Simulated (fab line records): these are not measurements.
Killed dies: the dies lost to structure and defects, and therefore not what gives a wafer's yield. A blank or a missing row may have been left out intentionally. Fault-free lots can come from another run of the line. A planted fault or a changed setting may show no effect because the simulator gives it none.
fab line records ; flow sky130
[record] lots = 12; wafers = 36; last_day = 50
route steps=708 shown SONOS_TUNNEL@161 SONOS_ONO@183 GATE_OXIDE@201 POLY_GATE@204 PAD_OPEN@708
lots that met no fault: from a run of the same line without faults
start_h: hours from the record's opening day to when the first of the lot's shown wafers began ; wait_h: hours from the lot's prior step to this one ; " as in the row above ; L1.1+2: several wafers, shown together as one row ; - no value, or no start given ; * or withheld: withheld ; < > ~ a bound
route shown NAME@n: a module of which the file shows steps, and the number in the route of the first ; usual: the fault-free wafers' mean and standard deviation ; same: alike in all rows ; chamber/n: place in a boat ; sites: the reading at each site ; _std_site: standard deviation of those values ; _edge_site: outer sites' mean less inner sites' ; radius_mm: for every site, how far away it sits from the centre of the wafer ; mask NAME#n: copy n ; behind: the tool/chamber that last shaped the wafer ; hold: why the lot was held/for how many hours/how that ended ; device: transistor that didn't switch, given as n, p or np ; end of line: the route-end tests of the same wafers ; a step with no rows: only its recipe ; killed: dies lost to structure and defects at the first sort, not the wafer's yield ; map: a wafer's dies, marking killed ones x, the rest . and places with no die _
set.NAME: the setting as run; set.NAME@STEP: as run at that earlier step ; model.NAME: the simulator's own value behind a step, which no gauge read
route steps across a sampled set of lots; one table per step, one row per wafer
services: when a tool's chamber went out of use (start_h, in hours from the record's first day, below 0 if earlier), for how many hours, and the reason
[[steps]]
[step SKY_SONOS_TUNNEL_CD_MEAS_07]
[recipe] target_cd_nm = 410
[usual] cd_nm = 410.3/1.7
lot.wafer;tool;chamber;start_h;wait_h;cd_nm
L647.2;cd_sem-02;-;264.22;0.1;409.7
L647.3;cd_sem-02;-;264.22;0.1;412.5
L647.6;cd_sem-02;-;264.22;0.1;409.1
L648.1;cd_sem-02;-;266.75;0.1;410.7
L648.3;cd_sem-02;-;266.75;0.1;410.7
L648.6;cd_sem-02;-;266.75;0.1;410.2
L649.2;cd_sem-01;-;271.32;0.1;413.9
L649.4;cd_sem-01;-;271.32;0.1;411.1
L649.5;cd_sem-01;-;271.32;0.1;409.9
L650.1;cd_sem-01;-;276.67;0.1;407.7
L650.2;cd_sem-01;-;276.67;0.1;407.9
L650.4;cd_sem-01;-;276.67;0.1;409.4
L651.1;cd_sem-01;-;284.44;0.1;409.0
L651.2;cd_sem-01;-;284.44;0.1;410.3
L651.4;cd_sem-01;-;284.44;0.1;408.8
L653.1;cd_sem-01;-;299.67;0.1;407.7
L653.3;cd_sem-01;-;299.67;0.1;405.8
L653.4;cd_sem-01;-;299.67;0.1;406.7
L654.1;cd_sem-01;-;307.74;0.1;409.3
L654.5;cd_sem-01;-;307.74;0.1;408.8
L654.6;cd_sem-01;-;307.74;0.1;408.6
L655.2;cd_sem-01;-;317.94;0.1;412.9
L655.5;cd_sem-01;-;317.94;0.1;412.1
L655.6;cd_sem-01;-;317.94;0.1;411.8
L658.1;cd_sem-01;-;344.80;0.1;407.5
L658.3;cd_sem-01;-;344.80;0.1;409.1
L658.4;cd_sem-01;-;344.80;0.1;407.6
L667.2;cd_sem-01;-;417.29;0.1;411.5
L667.3;cd_sem-01;-;417.29;0.1;410.7
L667.6;cd_sem-01;-;417.29;0.1;410.6
L668.4;cd_sem-02;-;421.78;0.1;411.2
L668.5;cd_sem-02;-;421.78;0.1;412.6
L668.6;cd_sem-02;-;421.78;0.1;411.1
L669.1;cd_sem-02;-;431.22;0.1;410.6
L669.3;cd_sem-02;-;431.22;0.1;410.7
L669.4;cd_sem-02;-;431.22;0.1;410.3
[step SKY_SONOS_ONO_ETCH_15]
[recipe] target_depth_nm = 19.52; chemistry = CHF3/O2; source_w = 600; bias_w = 200; pressure_mtorr = 40; chf3_flow_sccm = 50; O2_flow_sccm = 5; time_s = 7.8
[usual] drypump_motor_current_A = 5.9/0.47; oes_product_au = 0.999/0.0066; throttle_valve_pct = 8.823/0.0096
lot.wafer;tool;chamber;start_h;wait_h;drypump_motor_current_A;oes_product_au;rf_hours_counter_h;throttle_valve_pct
L647.2;rie_diel-03;2;295.62;0.0;6.2;1.004;5;8.828
L647.3;rie_diel-03;0;295.62;0.0;6.4;1.004;4;8.823
L647.6;rie_diel-03;3;295.62;0.0;6.4;0.997;-;8.826
L648.1;rie_diel-03;1;299.00;0.0;5.1;0.995;0;8.819
L648.3;rie_diel-03;0;299.00;0.0;6.4;0.994;4;8.824
L648.6;rie_diel-03;3;299.00;0.0;6.4;0.995;-;8.799
L649.2;rie_diel-03;1;307.67;0.0;5.0;0.991;1;8.823
L649.4;rie_diel-03;2;307.67;0.0;6.2;1.005;5;8.853
L649.5;rie_diel-03;3;307.67;0.0;6.4;0.993;-;8.807
L650.1;rie_diel-04;2;308.20;0.0;5.8;1.000;19;8.817
L650.2;rie_diel-04;0;308.20;0.0;5.1;0.997;7;8.810
L650.4;rie_diel-04;0;308.20;0.0;5.1;1.002;-;8.811
L651.1;rie_diel-04;0;317.07;0.0;5.1;0.985;7;8.820
L651.2;rie_diel-04;1;317.07;0.0;5.9;0.988;10;8.822
L651.4;rie_diel-04;0;317.07;0.0;5.1;1.000;-;8.827
L653.1;rie_diel-02;3;332.87;0.0;5.8;0.994;112;8.805
L653.3;rie_diel-02;0;332.87;0.0;5.8;1.005;112;8.811
L653.4;rie_diel-02;2;332.87;0.0;5.4;0.984;7;8.833
L654.1;rie_diel-03;2;342.75;0.0;6.2;0.976;6;8.803
L654.5;rie_diel-03;3;342.75;0.0;6.4;1.000;-;8.830
L654.6;rie_diel-03;2;342.75;0.0;6.3;0.994;-;8.837
L655.2;rie_diel-04;1;351.02;0.0;5.9;0.989;10;8.812
L655.5;rie_diel-04;1;351.02;0.0;5.9;0.989;-;8.815
L655.6;rie_diel-04;2;351.02;0.0;5.8;0.991;-;8.811
L658.1;rie_diel-02;1;379.72;0.0;6.1;1.003;5;8.832
L658.3;rie_diel-02;2;379.72;0.0;5.5;1.001;8;8.815
L658.4;rie_diel-02;0;379.72;0.0;5.8;0.997;112;8.812
L667.2;rie_diel-04;0;452.97;0.0;5.1;0.997;9;8.819
L667.3;rie_diel-04;3;452.97;0.0;6.4;1.005;2;8.827
L667.6;rie_diel-04;0;452.97;0.0;5.1;0.999;-;8.819
L668.4;rie_diel-04;3;458.80;0.0;6.4;1.005;2;8.838
L668.5;rie_diel-04;0;458.80;0.0;5.0;1.001;-;8.814
L668.6;rie_diel-04;3;458.80;0.0;6.4;1.014;-;8.823
L669.1;rie_diel-03;0;465.97;0.0;6.4;0.998;8;8.818
L669.3;rie_diel-03;2;465.97;0.0;6.2;1.001;9;8.818
L669.4;rie_diel-03;3;465.97;0.0;6.4;1.004;6;8.816
[step SKY_GATE_OXIDE_TW_MEAS_14]
[usual] GATE_OXIDE_TW = 223.2/1.3
lot.wafer;tool;chamber;start_h;wait_h;GATE_OXIDE_TW
L647.2;film_metro-04;-;323.62;0.1;226.0
L647.3;film_metro-04;-;323.62;0.1;225.1
L647.6;film_metro-04;-;323.62;0.1;225.4
L648.1;film_metro-01;-;327.35;0.1;223.0
L648.3;film_metro-01;-;327.35;0.1;224.6
L648.6;film_metro-01;-;327.35;0.1;223.4
L649.2;film_metro-03;-;335.80;0.1;222.5
L649.4;film_metro-03;-;335.80;0.1;223.9
L649.5;film_metro-03;-;335.80;0.1;222.5
L650.1;film_metro-01;-;337.58;0.1;224.0
L650.2;film_metro-01;-;337.58;0.1;223.6
L650.4;film_metro-01;-;337.58;0.1;221.6
L651.1;film_metro-03;-;346.54;0.1;222.8
L651.2;film_metro-03;-;346.54;0.1;221.6
L651.4;film_metro-03;-;346.54;0.1;221.9
L653.1;film_metro-01;-;361.79;0.1;223.0
L653.3;film_metro-01;-;361.79;0.1;224.4
L653.4;film_metro-01;-;361.79;0.1;223.8
L654.1;film_metro-03;-;374.48;0.1;221.7
L654.5;film_metro-03;-;374.48;0.1;221.2
L654.6;film_metro-03;-;374.48;0.1;221.9
L655.2;film_metro-01;-;383.84;0.1;223.6
L655.5;film_metro-01;-;383.84;0.1;223.1
L655.6;film_metro-01;-;383.84;0.1;222.5
L658.1;film_metro-01;-;409.96;0.1;223.4
L658.3;film_metro-01;-;409.96;0.1;223.0
L658.4;film_metro-01;-;409.96;0.1;222.4
L667.2;film_metro-01;-;485.85;0.1;223.3
L667.3;film_metro-01;-;485.85;0.1;224.0
L667.6;film_metro-01;-;485.85;0.1;223.3
L668.4;film_metro-01;-;490.88;0.1;223.8
L668.5;film_metro-01;-;490.88;0.1;225.7
L668.6;film_metro-01;-;490.88;0.1;223.9
L669.1;film_metro-04;-;498.35;0.1;226.6
L669.3;film_metro-04;-;498.35;0.1;226.1
L669.4;film_metro-04;-;498.35;0.1;225.3
[step SKY_POLY_GATE_CVD_00]
[recipe] material = poly-Si; target_thk_nm = 180; temp_c = 620; time_s = 720; pressure_mtorr = 200
[usual] spike_tc_centre_C = 621.6/1.4; spike_tc_top_C = 641/3.3; spike_tc_upper_C = 619.2/1.2; zone_power_centre_pct = 9.72/0.15; zone_power_lower_pct = 8.92/0.24; zone_power_top_pct = 20.5/2.5; zone_power_upper_pct = 8.5/0.81
lot.wafer;tool;chamber;start_h;wait_h;spike_tc_centre_C;spike_tc_top_C;spike_tc_upper_C;zone_power_centre_pct;zone_power_lower_pct;zone_power_top_pct;zone_power_upper_pct
L647.2;lpcvd-01;0;325.25;0.0;622.1;644;617.1;9.56;8.86;22.7;9.2
L647.3;lpcvd-01;0;325.25;0.0;622.2;646;619.1;9.52;8.78;22.6;9.1
L647.6;lpcvd-01;0;325.25;0.0;621.9;645;619.0;9.57;8.63;22.8;9.1
L648.1;lpcvd-01;0;329.68;0.0;623.4;643;617.1;9.61;8.73;22.3;8.8
L648.3;lpcvd-01;0;329.68;0.0;622.8;643;617.8;9.54;8.85;22.7;9.0
L648.6;lpcvd-01;0;329.68;0.0;622.4;642;617.3;9.72;8.67;22.3;9.1
L649.2;lpcvd-01;1;340.36;0.0;620.3;637;622.4;9.85;9.19;17.1;7.5
L649.4;lpcvd-01;1;340.36;0.0;620.5;637;620.5;9.81;9.22;17.4;7.4
L649.5;lpcvd-01;1;340.36;0.0;621.4;637;619.4;9.85;8.96;17.4;7.6
L650.1;lpcvd-01;0;340.36;0.0;625.3;642;618.1;9.42;8.80;22.5;9.1
L650.2;lpcvd-01;0;340.36;0.0;620.9;643;621.0;9.63;8.61;22.6;9.2
L650.4;lpcvd-01;0;340.36;0.0;622.0;645;618.9;9.55;8.72;22.4;9.0
L651.1;lpcvd-01;1;353.49;0.0;621.4;637;618.7;9.94;9.20;17.4;7.5
L651.2;lpcvd-01;1;353.49;0.0;619.6;637;619.5;9.73;9.38;17.2;7.4
L651.4;lpcvd-01;1;353.49;0.0;620.4;637;620.5;9.87;9.26;17.1;7.4
L653.1;lpcvd-01;1;364.59;0.0;620.3;638;621.9;9.85;9.13;17.2;7.5
L653.3;lpcvd-01;1;364.59;0.0;619.8;636;619.7;9.90;9.12;17.3;7.6
L653.4;lpcvd-01;1;364.59;0.0;619.5;638;618.0;9.94;9.28;17.4;7.5
L654.1;lpcvd-01;0;376.12;0.0;622.0;645;619.3;9.64;8.94;22.4;9.1
L654.5;lpcvd-01;0;376.12;0.0;622.5;644;619.7;9.66;8.67;22.4;9.2
L654.6;lpcvd-01;0;376.12;0.0;622.5;642;617.4;9.39;8.69;22.3;9.2
L655.2;lpcvd-01;0;385.47;0.0;620.8;644;618.6;9.51;8.82;22.5;9.2
L655.5;lpcvd-01;0;385.47;0.0;621.5;643;619.6;9.93;8.80;22.4;9.1
L655.6;lpcvd-01;0;385.47;0.0;620.3;641;618.1;9.56;8.63;22.5;9.2
L658.1;lpcvd-01;0;411.60;0.0;629.7;655;555.7;15.09;7.96;30.8;0.0
L658.3;lpcvd-01;0;411.60;0.0;633.1;654;554.6;15.21;8.25;30.2;0.0
L658.4;lpcvd-01;0;411.60;0.0;630.4;655;555.5;15.17;8.14;31.1;0.0
L667.2;lpcvd-01;0;487.48;0.0;621.8;644;618.6;9.71;8.80;22.4;9.0
L667.3;lpcvd-01;0;487.48;0.0;622.3;643;620.9;9.51;8.66;22.2;9.1
L667.6;lpcvd-01;0;487.48;0.0;624.3;643;620.2;9.83;8.85;22.3;9.2
L668.4;lpcvd-01;1;492.49;0.0;621.1;635;620.8;9.74;9.29;17.4;7.6
L668.5;lpcvd-01;1;492.49;0.0;620.0;637;620.7;10.05;9.24;17.5;7.5
L668.6;lpcvd-01;1;492.49;0.0;621.1;638;619.9;9.83;9.17;17.7;7.5
L669.1;lpcvd-01;1;500.14;0.0;620.8;637;619.3;9.89;9.30;17.2;7.3
L669.3;lpcvd-01;1;500.14;0.0;618.3;638;618.3;9.84;9.12;17.3;7.6
L669.4;lpcvd-01;1;500.14;0.0;620.7;637;621.3;9.85;9.21;17.5;7.4
[step SKY_PAD_OPEN_PROBE_99]
[usual] killed_at_M0_to_M3 = 43/7.7; killed_at_M4_up = 3.0/1.7; killed_at_contacts = 24/5.2; killed_at_front_end = 15/4.5; killed_at_other = 0.3/0.5; killed_dies = 85/9.5; killed_open = 47/6.6; killed_short = 38/6.6
[same] gross_dies = 492; killed_at_back_side = 0
lot.wafer;tool;chamber;start_h;wait_h;killed_at_M0_to_M3;killed_at_M4_up;killed_at_contacts;killed_at_front_end;killed_at_other;killed_dies;killed_open;killed_short
L647.2;prober-02;-;1080.81;0.1;41;3;28;11;0;83;44;39
L647.3;prober-02;-;1080.86;0.2;47;3;23;14;0;87;58;29
L647.6;prober-02;-;1081.01;0.2;48;4;23;9;0;84;47;37
L648.1;prober-01;-;1102.21;0.1;46;1;28;13;0;88;48;40
L648.3;prober-01;-;1102.31;0.2;34;1;25;23;0;83;39;44
L648.6;prober-01;-;1102.46;0.2;42;5;33;17;0;97;56;41
L649.2;prober-02;-;1102.58;0.1;40;3;27;15;0;85;43;42
L649.4;prober-02;-;1102.68;0.2;42;2;20;25;1;90;49;41
L649.5;prober-02;-;1102.73;0.2;40;4;16;12;1;73;40;33
L651.1;prober-01;-;1109.87;0.1;46;2;12;11;0;71;43;28
L651.2;prober-01;-;1109.92;0.1;38;3;22;11;0;74;41;33
L651.4;prober-01;-;1110.02;0.2;36;5;17;12;0;70;37;33
L650.1;prober-02;-;1111.07;0.1;40;1;21;17;0;79;44;35
L650.2;prober-02;-;1111.12;0.1;47;3;21;9;0;80;46;34
L650.4;prober-02;-;1111.22;0.2;48;3;19;11;0;81;41;40
L653.1;prober-02;-;1112.57;0.1;32;5;27;13;0;77;45;32
L653.3;prober-02;-;1112.67;0.2;48;4;24;16;0;92;47;45
L653.4;prober-02;-;1112.72;0.2;29;2;22;15;1;69;43;26
L654.1;prober-01;-;1122.53;0.1;30;5;19;13;0;67;40;27
L654.5;prober-01;-;1122.73;0.2;32;4;26;18;0;80;35;45
L654.6;prober-01;-;1122.78;0.2;38;3;26;13;0;80;51;29
L655.2;prober-02;-;1128.30;0.1;40;3;16;15;1;75;46;29
L655.5;prober-02;-;1128.45;0.2;40;3;27;23;0;93;52;41
L655.6;prober-02;-;1128.50;0.2;45;2;19;13;0;79;52;27
L658.1;prober-02;-;1144.58;0.1;38;3;20;19;0;80;41;39
L658.3;prober-02;-;1144.68;0.2;24;4;18;26;0;72;31;41
L658.4;prober-02;-;1144.73;0.2;42;5;25;10;2;84;48;36
L667.2;prober-02;-;1188.26;0.1;42;3;16;15;2;78;44;34
L667.3;prober-02;-;1188.31;0.2;54;3;28;15;0;100;61;39
L667.6;prober-02;-;1188.46;0.2;51;2;26;14;0;93;49;44
L668.4;prober-01;-;1193.19;0.2;67;3;21;13;0;104;51;53
L668.5;prober-01;-;1193.24;0.2;50;7;25;5;1;88;50;38
L668.6;prober-01;-;1193.29;0.2;42;2;37;16;0;97;53;44
L669.1;prober-02;-;1194.54;0.1;51;4;18;13;0;86;50;36
L669.3;prober-02;-;1194.64;0.2;39;2;22;26;0;89;37;52
L669.4;prober-02;-;1194.69;0.2;46;3;19;20;1;89;52;37
// killed by level:class
L647.2 CONTACT:geometric_particle:open=12 VIA3:geometric_particle:open=7 LOCAL_INTERCONNECT:geometric_particle:short=5 CONTACT:geometric_particle:short=5 METAL1:geometric_particle:short=5 METAL2:geometric_particle:short=5 VIA3:geometric_particle:short=5 LI_CONTACT:geometric_particle:open=4
L647.3 VIA3:geometric_particle:open=11 CONTACT:geometric_particle:open=10 VIA2:geometric_particle:open=8 VIA1:geometric_particle:open=7 LI_CONTACT:geometric_particle:open=6 FIELD_ISO:geometric_particle:open=5 CONTACT:geometric_particle:short=5 METAL2:geometric_particle:short=5
L647.6 VIA1:geometric_particle:open=11 VIA2:geometric_particle:open=8 METAL2:geometric_particle:short=7 VIA3:geometric_particle:open=7 LI_CONTACT:geometric_particle:open=6 LI_CONTACT:geometric_particle:short=5 CONTACT:geometric_particle:open=4 VIA2:geometric_particle:short=4
L648.1 VIA1:geometric_particle:open=10 LI_CONTACT:geometric_particle:open=8 VIA1:geometric_particle:short=8 VIA3:geometric_particle:open=8 METAL2:geometric_particle:short=7 CONTACT:geometric_particle:short=5 POLY_GATE:geometric_particle:open=4 LI_CONTACT:geometric_particle:short=4
L648.3 FIELD_ISO:geometric_particle:short=8 CONTACT:geometric_particle:open=7 LI_CONTACT:geometric_particle:open=6 POLY_GATE:geometric_particle:open=5 LOCAL_INTERCONNECT:geometric_particle:short=5 CONTACT:geometric_particle:short=5 METAL1:geometric_particle:short=5 VIA2:geometric_particle:open=5
L648.6 CONTACT:geometric_particle:open=15 LI_CONTACT:geometric_particle:open=10 VIA1:geometric_particle:open=9 FIELD_ISO:geometric_particle:short=6 FIELD_ISO:geometric_particle:open=6 METAL2:geometric_particle:short=6 VIA3:geometric_particle:open=6 VIA1:geometric_particle:short=5
L649.2 CONTACT:geometric_particle:open=9 METAL2:geometric_particle:short=8 LI_CONTACT:geometric_particle:open=6 VIA3:geometric_particle:open=6 FIELD_ISO:geometric_particle:short=5 VIA1:geometric_particle:open=5 VIA2:geometric_particle:open=5 CONTACT:geometric_particle:short=4
L649.4 VIA1:geometric_particle:open=9 VIA2:geometric_particle:open=9 POLY_GATE:geometric_particle:open=8 METAL2:geometric_particle:short=6 FIELD_ISO:geometric_particle:open=5 POLY_GATE:geometric_particle:short=5 LI_CONTACT:geometric_particle:open=5 METAL1:geometric_particle:short=5
L649.5 VIA2:geometric_particle:open=7 LOCAL_INTERCONNECT:geometric_particle:short=6 CONTACT:geometric_particle:open=6 VIA1:geometric_particle:short=5 METAL1:geometric_particle:open=5 VIA1:geometric_particle:open=5 LI_CONTACT:geometric_particle:open=4 VIA2:geometric_particle:short=4
L651.1 VIA1:geometric_particle:open=11 VIA3:geometric_particle:open=9 FIELD_ISO:geometric_particle:open=6 METAL1:geometric_particle:short=5 VIA1:geometric_particle:short=5 LI_CONTACT:geometric_particle:open=4 LI_CONTACT:geometric_particle:short=3 CONTACT:geometric_particle:open=3
L651.2 VIA1:geometric_particle:open=10 LI_CONTACT:geometric_particle:open=7 CONTACT:geometric_particle:open=7 VIA1:geometric_particle:short=6 VIA2:geometric_particle:open=6 VIA3:geometric_particle:open=5 POLY_GATE:geometric_particle:short=4 LOCAL_INTERCONNECT:geometric_particle:short=4
L651.4 CONTACT:geometric_particle:open=9 VIA1:geometric_particle:short=7 VIA3:geometric_particle:open=7 VIA1:geometric_particle:open=5 METAL4:geometric_particle:short=5 FIELD_ISO:geometric_particle:open=4 LI_CONTACT:geometric_particle:open=3 POLY_GATE:geometric_particle:short=3
L650.1 VIA1:geometric_particle:open=12 CONTACT:geometric_particle:open=11 POLY_GATE:geometric_particle:short=8 METAL2:geometric_particle:short=6 VIA2:geometric_particle:open=6 POLY_GATE:geometric_particle:open=4 LI_CONTACT:geometric_particle:open=4 VIA1:geometric_particle:short=4
L650.2 CONTACT:geometric_particle:open=10 VIA1:geometric_particle:open=9 VIA2:geometric_particle:open=7 VIA3:geometric_particle:open=6 POLY_GATE:geometric_particle:open=4 CONTACT:geometric_particle:short=4 METAL1:geometric_particle:short=4 VIA1:geometric_particle:short=4
L650.4 VIA1:geometric_particle:open=13 CONTACT:geometric_particle:open=8 METAL1:geometric_particle:short=8 METAL2:geometric_particle:short=7 POLY_GATE:geometric_particle:open=5 VIA3:geometric_particle:short=5 CONTACT:geometric_particle:short=4 VIA3:geometric_particle:open=4
L653.1 CONTACT:geometric_particle:open=10 VIA3:geometric_particle:open=7 CONTACT:geometric_particle:short=7 VIA1:geometric_particle:open=6 LI_CONTACT:geometric_particle:open=5 POLY_GATE:geometric_particle:open=4 METAL4:geometric_particle:short=4 METAL2:geometric_particle:short=4
L653.3 VIA1:geometric_particle:open=11 CONTACT:geometric_particle:open=8 VIA2:geometric_particle:open=6 CONTACT:geometric_particle:short=6 METAL1:geometric_particle:short=6 LI_CONTACT:geometric_particle:open=5 METAL3:geometric_particle:short=5 VIA1:geometric_particle:short=5
L653.4 CONTACT:geometric_particle:open=9 VIA1:geometric_particle:open=8 VIA3:geometric_particle:open=8 CONTACT:geometric_particle:short=5 FIELD_ISO:geometric_particle:short=4 LI_CONTACT:geometric_particle:open=4 SPACER:geometric_particle:open=3 METAL1:geometric_particle:short=3
L654.1 VIA1:geometric_particle:open=10 CONTACT:geometric_particle:open=9 VIA2:geometric_particle:open=6 FIELD_ISO:geometric_particle:open=5 METAL2:geometric_particle:short=5 LI_CONTACT:geometric_particle:short=4 POLY_GATE:geometric_particle:short=3 CONTACT:geometric_particle:short=3
L654.5 VIA1:geometric_particle:open=11 CONTACT:geometric_particle:short=10 CONTACT:geometric_particle:open=7 METAL2:geometric_particle:short=6 FIELD_ISO:geometric_particle:open=5 FIELD_ISO:geometric_particle:short=5 METAL4:geometric_particle:short=4 POLY_GATE:geometric_particle:open=4
L654.6 VIA1:geometric_particle:open=15 CONTACT:geometric_particle:open=11 METAL2:geometric_particle:short=7 LI_CONTACT:geometric_particle:open=6 VIA2:geometric_particle:open=5 POLY_GATE:geometric_particle:open=5 LI_CONTACT:geometric_particle:short=4 CONTACT:geometric_particle:short=3
L655.2 METAL1:geometric_particle:short=9 VIA1:geometric_particle:open=9 CONTACT:geometric_particle:open=7 VIA2:geometric_particle:open=5 FIELD_ISO:geometric_particle:open=4 CONTACT:geometric_particle:short=4 METAL1:geometric_particle:open=4 METAL2:geometric_particle:short=4
L655.5 VIA1:geometric_particle:open=11 CONTACT:geometric_particle:open=9 POLY_GATE:geometric_particle:short=8 LI_CONTACT:geometric_particle:open=8 METAL2:geometric_particle:short=7 VIA3:geometric_particle:open=7 POLY_GATE:geometric_particle:open=6 FIELD_ISO:geometric_particle:open=5
L655.6 VIA1:geometric_particle:open=15 CONTACT:geometric_particle:open=9 VIA3:geometric_particle:open=9 FIELD_ISO:geometric_particle:open=7 LI_CONTACT:geometric_particle:open=5 METAL1:geometric_particle:short=5 VIA1:geometric_particle:short=4 METAL2:geometric_particle:short=4
L658.1 CONTACT:geometric_particle:open=8 METAL1:geometric_particle:short=7 VIA1:geometric_particle:open=6 CONTACT:geometric_particle:short=5 VIA2:geometric_particle:open=5 POLY_GATE:geometric_particle:open=4 POLY_GATE:geometric_particle:short=4 LI_CONTACT:geometric_particle:open=4
L658.3 POLY_GATE:geometric_particle:short=7 CONTACT:geometric_particle:open=7 FIELD_ISO:geometric_particle:open=6 FIELD_ISO:geometric_particle:short=6 METAL1:geometric_particle:short=5 METAL4:geometric_particle:short=4 VIA1:geometric_particle:short=4 VIA1:geometric_particle:open=3
L658.4 VIA1:geometric_particle:open=11 CONTACT:geometric_particle:open=11 VIA3:geometric_particle:open=7 VIA2:geometric_particle:open=6 LI_CONTACT:geometric_particle:open=5 CONTACT:geometric_particle:short=5 METAL4:geometric_particle:short=5 METAL1:geometric_particle:short=5
L667.2 VIA1:geometric_particle:open=12 CONTACT:geometric_particle:open=7 METAL1:geometric_particle:short=7 FIELD_ISO:geometric_particle:short=6 VIA2:geometric_particle:open=6 FIELD_ISO:geometric_particle:open=5 METAL3:geometric_particle:short=5 CONTACT:geometric_particle:short=4
L667.3 VIA1:geometric_particle:open=17 CONTACT:geometric_particle:open=12 METAL2:geometric_particle:short=7 CONTACT:geometric_particle:short=6 VIA2:geometric_particle:open=6 VIA3:geometric_particle:short=6 LOCAL_INTERCONNECT:geometric_particle:short=4 POLY_GATE:geometric_particle:open=4
L667.6 LI_CONTACT:geometric_particle:open=12 VIA1:geometric_particle:open=10 VIA1:geometric_particle:short=9 CONTACT:geometric_particle:open=8 METAL1:geometric_particle:short=8 FIELD_ISO:geometric_particle:short=7 VIA3:geometric_particle:open=7 VIA2:geometric_particle:open=5
L668.4 VIA1:geometric_particle:open=14 METAL2:geometric_particle:short=9 LI_CONTACT:geometric_particle:open=7 VIA2:geometric_particle:open=7 POLY_GATE:geometric_particle:short=6 METAL1:geometric_particle:short=6 VIA2:geometric_particle:short=6 VIA3:geometric_particle:open=6
L668.5 CONTACT:geometric_particle:open=11 VIA1:geometric_particle:open=9 VIA2:geometric_particle:open=8 VIA3:geometric_particle:open=7 METAL1:geometric_particle:short=5 LI_CONTACT:geometric_particle:open=5 VIA1:geometric_particle:short=5 METAL2:geometric_particle:short=5
L668.6 LI_CONTACT:geometric_particle:open=13 CONTACT:geometric_particle:open=10 VIA3:geometric_particle:open=9 LOCAL_INTERCONNECT:geometric_particle:short=7 VIA1:geometric_particle:open=7 METAL2:geometric_particle:short=7 CONTACT:geometric_particle:short=5 METAL1:geometric_particle:short=5
L669.1 VIA1:geometric_particle:open=14 LI_CONTACT:geometric_particle:open=8 VIA3:geometric_particle:open=7 METAL2:geometric_particle:short=6 METAL1:geometric_particle:short=6 VIA1:geometric_particle:short=5 FIELD_ISO:geometric_particle:short=4 POLY_GATE:geometric_particle:open=4
L669.3 METAL2:geometric_particle:short=9 METAL1:geometric_particle:short=8 FIELD_ISO:geometric_particle:short=7 POLY_GATE:geometric_particle:open=6 CONTACT:geometric_particle:open=6 VIA1:geometric_particle:short=5 VIA1:geometric_particle:open=5 LI_CONTACT:geometric_particle:short=4
L669.4 VIA1:geometric_particle:open=11 CONTACT:geometric_particle:open=9 VIA2:geometric_particle:open=8 POLY_GATE:geometric_particle:open=6 SPACER:geometric_particle:short=6 LI_CONTACT:geometric_particle:open=6 METAL1:geometric_particle:short=5 METAL2:geometric_particle:short=5
[[services]]
tool;chamber;start_h;hours;kind
rie_diel-03;3;301.49;3.0;repair
rie_diel-04;3;306.52;-;clean
rie_diel-04;3;306.52;23.4;scheduled_down
rie_diel-04;3;306.52;23.4;vent_cycle
rie_diel-02;3;307.59;4.6;repair
rie_diel-04;0;353.95;1.8;repair
rie_diel-02;3;381.07;-;clean
rie_diel-02;3;381.07;14.0;scheduled_down
rie_diel-02;3;381.07;14.0;vent_cycle
rie_diel-04;0;385.78;5.5;repair
rie_diel-02;0;398.48;6.4;repair
rie_diel-03;1;399.41;1.3;repair
rie_diel-02;0;404.93;-;clean
rie_diel-02;0;404.93;16.0;scheduled_down
rie_diel-02;0;404.93;16.0;vent_cycle
rie_diel-03;1;407.27;13.8;repair
rie_diel-04;-;410.48;0.4;repair
rie_diel-04;3;468.66;4.7;repair
rie_diel-03;0;489.06;6.6;repair
[[key]]
[first_sign] step = SKY_POLY_GATE_CVD_00; reading = spike_tc_upper_C; direction = down; sigmas = 53; usual = 619.2; struck = 555.3
[effect] step = SKY_POLY_GATE_CVD_00; reading = zone_power_centre_pct; direction = up; sigmas = 35; usual = 9.72; struck = 15.16
met_at SKY_POLY_GATE_CVD_00
struck_lots L658
struck_wafers L658.1,L658.3,L658.4
tester_left_out L658
not_acting_at SKY_SONOS_TUNNEL_CD_MEAS_07,SKY_SONOS_ONO_ETCH_15,SKY_GATE_OXIDE_TW_MEAS_14
onset_between 385.47 411.60
[fault] kind = process_parameter_drift; tool = lpcvd-01; chamber = 0; onset_h = 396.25; steps = SKY_POLY_GATE_CVD_00; channel = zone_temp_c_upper; offset = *; shape = step; end_h = 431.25
// tester_left_out: of these lots the tester's yield and bins aren't shown, on N5 and GAA mostly nor the transistor test; their killed dies are dies lost to structure and defects alone, not to doping, threshold or leakage, so they don't give the yield
